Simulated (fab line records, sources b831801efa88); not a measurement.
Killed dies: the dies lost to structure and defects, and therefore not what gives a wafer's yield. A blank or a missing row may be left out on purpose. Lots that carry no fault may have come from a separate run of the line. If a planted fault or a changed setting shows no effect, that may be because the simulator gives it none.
Matching of chambers || flow gf180mcu || cmp-01 running GF_V2_CMP_04: 4 sister chambers
The step polishes SiO2. 7 wafers are shown with their chamber, then 8 later ones without.

WAFERS WITH THEIR CHAMBER
{"wafer": "L493.1", "chamber": 1, "motor_current_A (A)": 13.0, "retaining_ring_pressure_frac": 1.003}
{"wafer": "L500.2", "chamber": 3, "motor_current_A (A)": 11.0, "retaining_ring_pressure_frac": 1.012}
{"wafer": "L501.1", "chamber": 3, "motor_current_A (A)": 11.8, "retaining_ring_pressure_frac": 1.010}
{"wafer": "L501.4", "chamber": 2, "motor_current_A (A)": 12.1, "retaining_ring_pressure_frac": 0.995}
{"wafer": "L502.2", "chamber": 2, "motor_current_A (A)": 11.7, "retaining_ring_pressure_frac": 1.006}
{"wafer": "L502.6", "chamber": 0, "motor_current_A (A)": 11.6, "retaining_ring_pressure_frac": 1.010}
{"wafer": "L510.3", "chamber": 0, "motor_current_A (A)": 11.3, "retaining_ring_pressure_frac": 1.005}

WAFERS MISSING THEIR CHAMBER
{"wafer": "L510.5", "motor_current_A (A)": 12.0, "retaining_ring_pressure_frac": 0.998}
{"wafer": "L510.6", "motor_current_A (A)": 11.8, "retaining_ring_pressure_frac": 1.000}
{"wafer": "L513.3", "motor_current_A (A)": 11.6, "retaining_ring_pressure_frac": 1.000}
{"wafer": "L513.4", "motor_current_A (A)": 12.9, "retaining_ring_pressure_frac": 1.002}
{"wafer": "L513.6", "motor_current_A (A)": 11.7, "retaining_ring_pressure_frac": 1.000}
{"wafer": "L514.2", "motor_current_A (A)": 12.5, "retaining_ring_pressure_frac": 0.996}
{"wafer": "L514.3", "motor_current_A (A)": 11.2, "retaining_ring_pressure_frac": 0.990}
{"wafer": "L514.6", "motor_current_A (A)": 11.7, "retaining_ring_pressure_frac": 0.998}

THE CHAMBER EACH PASSED THROUGH
{"wafer": "L510.5", "from the rows above": "can't be placed: 2 or 0", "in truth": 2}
{"wafer": "L510.6", "from the rows above": "can't be placed: 2 or 0", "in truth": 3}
{"wafer": "L513.3", "from the rows above": "can't be placed: 2 or 0 or 3", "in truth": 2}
{"wafer": "L513.4", "from the rows above": 1, "in truth": 1}
{"wafer": "L513.6", "from the rows above": "can't be placed: 2 or 0 or 3", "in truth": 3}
{"wafer": "L514.2", "from the rows above": "can't be placed: 2 or 1 or 0", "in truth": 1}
{"wafer": "L514.3", "from the rows above": "can't be placed: 2 or 0 or 3", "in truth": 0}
{"wafer": "L514.6", "from the rows above": "can't be placed: 2 or 0 or 3", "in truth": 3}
Correct placement for 1 of the 8. Not placeable from these rows: 7 (in 6, the candidates include the true chamber). Wrongly placed: 0.
How it was worked out, from the rows above alone: a wafer's distance from a chamber is the root of the sum, over the readings, of the square of ((its reading less the chamber's mean) divided by the reading's scatter). If the next closest chamber is less than 2 further off than the closest, the wafer can't be placed; otherwise it belongs to the closest. The mean given for a chamber averages the wafers shown for that chamber. How the scatter is found: for the shown wafers, subtract from each reading the mean of its chamber, square and add these, divide the total by (wafers less chambers), then take the root.
